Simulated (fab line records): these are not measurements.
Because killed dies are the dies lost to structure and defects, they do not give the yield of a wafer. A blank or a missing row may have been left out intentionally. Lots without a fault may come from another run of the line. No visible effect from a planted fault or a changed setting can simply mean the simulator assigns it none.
One fault through the eyes of 2 desks    flow gf180mcu    each desk holds nothing but its own numbers, with what lay behind them at the end

TOOL OWNER'S DESK, furnace-02
The tool's own readings at GF_STI_OXIDATION_29 (stabilise 600 s, purge 300 s, target thk 10 nm): means of the sampled wafers that have a number, for each lot that ran on this tool. Marked OUT: a lot whose mean sits more than 4 standard deviations from the usual mean, which makes it out of limits; the brackets give that distance.
Columns: A = spike tc bottom C at GF_STI_OXIDATION_29, usual 919.2 C; B = spike tc centre C at GF_STI_OXIDATION_29, usual 900.2 C; C = spike tc lower C at GF_STI_OXIDATION_29, usual 901.1 C; D = spike tc top C at GF_STI_OXIDATION_29, usual 912 C; E = spike tc upper C at GF_STI_OXIDATION_29, usual 901.1 C; F = zone power lower pct at GF_STI_OXIDATION_29, usual 16.9 %; G = zone power upper pct at GF_STI_OXIDATION_29, usual 20.34 %
lot   first seen here  A                B                C                D               E                F                G
L770  day 2 09:28      919.5            901.9            901.6            908             900.2            17.2             20.35
L772  day 2 19:32      919.9            901.3            900.6            907             900.0            17.4             20.34
L774  day 3 08:52      918.8            900.5            901.7            907             900.5            17.3             20.36
L777  day 4 00:06      919.9            900.0            901.6            908             901.0            17.3             20.06
L780  day 4 14:18      948.7 (+30) OUT  931.0 (+26) OUT  930.7 (+31) OUT  938 (+6.0) OUT  930.6 (+25) OUT  18.9 (+4.7) OUT  21.64 (+5.7) OUT
L782  day 5 01:16      949.0 (+31) OUT  931.4 (+26) OUT  931.3 (+31) OUT  937 (+5.7) OUT  930.8 (+25) OUT  18.7 (+4.4) OUT  21.84 (+6.5) OUT
Finding of this desk: L780, L782 out of limits; the first was L780 at day 4 14:18, on spike tc bottom C at GF_STI_OXIDATION_29. L770, L772, L774, L777 stayed within limits.

METROLOGY DESK
Means of the sampled wafers that have a number, per lot and without regard to the tool the lot ran on: this is what the gauges read. Marked OUT: a lot whose mean sits more than 4 standard deviations from the usual mean, which makes it out of limits; the brackets give that distance.
Columns: A = STI_OXIDATION_02_THK at GF_STI_THK_MEAS_30, usual 10.06 nm
lot   first seen here  A
L770  day 2 10:52      9.99
L771  day 2 17:17      9.89
L772  day 2 20:56      9.67
L774  day 3 10:16      9.85
L775  day 3 12:41      10.00
L777  day 4 01:29      10.15
L780  day 4 15:41      13.82 (+22) OUT
L782  day 5 02:40      13.76 (+22) OUT
L783  day 5 07:27      10.30
L786  day 5 22:39      10.13
L792  day 7 04:47      9.94
This desk reports L780, L782 out of limits; the earliest was L780 at day 4 15:41 (STI_OXIDATION_02_THK at GF_STI_THK_MEAS_30). L770, L771, L772, L774, L775, L777, L783, L786, L792 stayed within limits.

TAKEN TOGETHER
The tool owner's desk had the chance to raise an alarm at day 4 14:18 on L780, L782.
At day 4 15:41 the metrology desk could have sounded an alarm, on L780, L782.
GF_STI_OXIDATION_29 was run on furnace-02 by each of the lots named.

WHAT WAS PUT IN BY THE SIMULATOR
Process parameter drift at GF_STI_OXIDATION_29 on furnace-02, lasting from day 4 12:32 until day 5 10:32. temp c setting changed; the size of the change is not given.
Lots struck among those shown: L780, L782.
Delay (hours) between the fault's onset and each desk's first out-of-limits reading: 2 at the tool owner's desk, 3 at the metrology desk.
